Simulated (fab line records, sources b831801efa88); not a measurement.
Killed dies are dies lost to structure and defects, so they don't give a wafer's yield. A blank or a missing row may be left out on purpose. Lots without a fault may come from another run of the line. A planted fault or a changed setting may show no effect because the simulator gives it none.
Which tool did it? | flow sky130 | 11 lots, 33 wafers sampled, at 3 steps of a route of 708

WHAT THE GAUGES READ, wafer by wafer
SKY_LDD_HVN_TW_MEAS_10.
lot  | measured     | on            | LDD_HVN_TW
L182 | day 21 00:43 | film_metro-01 | 1426 1426 1417
L184 | day 21 12:10 | film_metro-03 | 1449 1458 1462
L187 | day 22 16:35 | film_metro-03 | 30 30 30 30 30 30
L193 | day 24 23:08 | film_metro-01 | 1432 1430 1425
L194 | day 24 23:26 | film_metro-03 | 1452 1457 1461
L195 | day 25 11:10 | film_metro-01 | 1425 1421 1421
L196 | day 26 03:53 | film_metro-01 | 1425 1425 1425
L197 | day 26 07:08 | film_metro-04 | 1430 1434 1436
L198 | day 26 09:46 | film_metro-04 | 1434 1434 1429
L200 | day 27 09:19 | film_metro-01 | 1428 1428 1433
L203 | day 28 03:44 | film_metro-03 | 1450 1441 1443

WHICH TOOL RAN EACH LOT (tool, then ch and the chambers of the sampled wafers, then the start)
lot  | SKY_LDD_P_STRIP_10                   | SKY_LDD_HVN_STRIP_09
L182 | plasma_asher-03 ch 0,1, day 19 17:56 | plasma_asher-02 ch 0, day 21 00:37
L184 | plasma_asher-01 ch 0,1, day 20 04:59 | plasma_asher-03 ch 0,1, day 21 12:04
L187 | plasma_asher-03 ch 0,1, day 21 08:56 | plasma_asher-02 ch 0,1, day 22 16:31
L193 | plasma_asher-01 ch 0,1, day 23 17:29 | plasma_asher-03 ch 0,1, day 24 23:01
L194 | plasma_asher-01 ch 0,1, day 23 17:50 | plasma_asher-02 ch 0,1, day 24 23:19
L195 | plasma_asher-03 ch 0,1, day 24 05:05 | plasma_asher-03 ch 0,1, day 25 11:04
L196 | plasma_asher-03 ch 0,1, day 24 21:59 | plasma_asher-02 ch 0,1, day 26 03:47
L197 | plasma_asher-03 ch 0,1, day 25 01:26 | plasma_asher-02 ch 0,1, day 26 07:02
L198 | plasma_asher-01 ch 0,1, day 25 04:20 | plasma_asher-02 ch 0,1, day 26 09:40
L200 | plasma_asher-03 ch 0,1, day 26 04:47 | plasma_asher-03 ch 0,1, day 27 09:13
L203 | plasma_asher-03 ch 0,1, day 26 22:04 | plasma_asher-01 ch 0,1, day 28 03:38
- SKY_LDD_P_STRIP_10: strips in O2/N2.
- SKY_LDD_HVN_STRIP_09: strips in O2/N2.

THE ANSWER, worked out from the rows above alone
Rule: what is usual is taken from the lots themselves. Put in order of their means at a reading, lots are off if they are a third of the lots or fewer, leave a main group of 4 or more, and stand apart from it by a gap of 3 or more times the standard deviation of the main group's means; of several such gaps the widest counts. A main group whose means are all the same, to the digits that the tables above print for the reading, isn't used. A lot without any number at a reading at which 4 lots or more have one is off too. The other lots that the step has rows for count as sound.
Off: L187, at SKY_LDD_HVN_TW_MEAS_10 (LDD_HVN_TW). The main group: mean 1435, standard deviation 12.
A tool fits if, at a process step before that reading, it ran every lot that is off, and no sound lot after the first of them. The gauges at SKY_LDD_HVN_TW_MEAS_10 are tried like those tools. None of those tried fits.

WHAT THE SIMULATOR HAD PUT IN
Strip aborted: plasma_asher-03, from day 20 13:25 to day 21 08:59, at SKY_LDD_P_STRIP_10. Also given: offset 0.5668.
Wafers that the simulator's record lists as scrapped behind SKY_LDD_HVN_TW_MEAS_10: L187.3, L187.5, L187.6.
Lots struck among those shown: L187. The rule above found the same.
